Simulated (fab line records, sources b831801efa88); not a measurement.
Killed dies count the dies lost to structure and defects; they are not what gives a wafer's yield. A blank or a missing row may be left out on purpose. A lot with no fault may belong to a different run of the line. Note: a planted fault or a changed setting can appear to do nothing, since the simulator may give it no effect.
A struck lot beside a sound one / flow sky130 / 15 out of 708 route steps
Sound: wafers L472.1, L472.5, L472.6. Wafers L484.1, L484.3, L484.5 were the ones struck. At the end, the cause is stated.
For every step that has rows: the tool of each side, followed by ch and its chambers, followed by its first start. Under that, the readings that differ: sound wafers / struck wafers / difference of the means / sigmas: that difference in standard deviations of wafers without a fault.
alike: readings with means less than 2 such deviations apart, plus words and numbers identical on both sides. not compared: withheld readings, readings lacking a value on some wafer, bounds such as >300 that could conceal the same value, and numbers that have no deviation in the record and whose values overlap.
The two part at a step that has a row with sigmas, a row that says differs or no value, or rows on one side only. Numbers that have no deviation but don't overlap get no sigmas and don't part them. A reading that every wafer of one side lacks parts them only if that side has two wafers or more.

first, 1 step without rows for these wafers: SKY_POLY_GATE_OXIDATION_20 (stabilise 600 s, purge 300 s, target thk 4 nm).
SKY_POLY_GATE_THK_MEAS_21:
  sound: filmMetro-03 at day 16 21:47; struck: filmMetro-02 at day 22 00:14
  alike: POLY_GATE_OXIDATION_THK
SKY_POLY_GATE_CD_MEAS_22:
  sound: cdSem-02 at day 16 21:53; struck: cdSem-01 at day 22 00:17
  alike: cdNm
then, 7 steps without rows for these wafers: SKY_LDD_N_DEHYDRATE_00 (time 60 s); SKY_LDD_N_HMDS_01 (prime time 60 s); SKY_LDD_N_COAT_02 (resist thk 300 nm); SKY_LDD_N_SOFTBAKE_03 (time 60 s); SKY_LDD_N_EXPOSE_04 (exposes mask NTM, target cd 840 nm); SKY_LDD_N_PEB_05; SKY_LDD_N_DEVELOP_06 (develop time 60 s).
SKY_LDD_N_OVL_MEAS_07:
  sound: overlay-01 at day 18 01:34; struck: overlay-02 at day 23 06:34
  alike: LDD_N_OVL
following that, these wafers have no rows for 1 step: SKY_LDD_N_IMPLANT_08.
SKY_LDD_N_IMPLANT_09:
  sound on implanter-02 ch 0, day 18 01:45; struck on implanter-03 ch 0, day 23 07:13
reading=doseIonsCm2; sound=7.498e+13 7.508e+13 7.501e+13; struck=6.771e+13 6.77e+13 6.772e+13; difference=-7.313e+12; sigmas=-87
reading=faradayCurrentUA; sound=411 422 401; struck=376 388 383; difference=-29; sigmas=-3
following that, these wafers have no rows for 1 step: SKY_LDD_N_IMPLANT_10.
-- here the record skips 27 days between the struck wafers' starts before and after, leaving off in module LDD_N and picking up in module PAD_OPEN (first step shown: number 708 of the route) --
SKY_PAD_OPEN_PROBE_99:
  sound: prober-01 at day 46 09:29; struck: prober-02 at day 49 22:17
reading=model.etest.tipN.rsOhmSq; sound=438.6 438.7 435.7; struck=445.3 442.7 445.6; difference=+6.9; sigmas=
  alike: killed_at_M0_to_M3, killed_at_M4_up, killedAtContacts, killedAtFrontEnd, killedAtOther, killedDies, killedOpen, killedShort

## WHERE THEY PART
At SKY_LDD_N_IMPLANT_09 and nowhere else, as far as this record goes. Later steps at which nothing parts them and some readings are alike: SKY_PAD_OPEN_PROBE_99.

WHY: what had been put in by the simulator
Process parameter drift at SKY_LDD_N_IMPLANT_09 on implanter-03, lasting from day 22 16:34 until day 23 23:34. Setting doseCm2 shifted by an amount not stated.
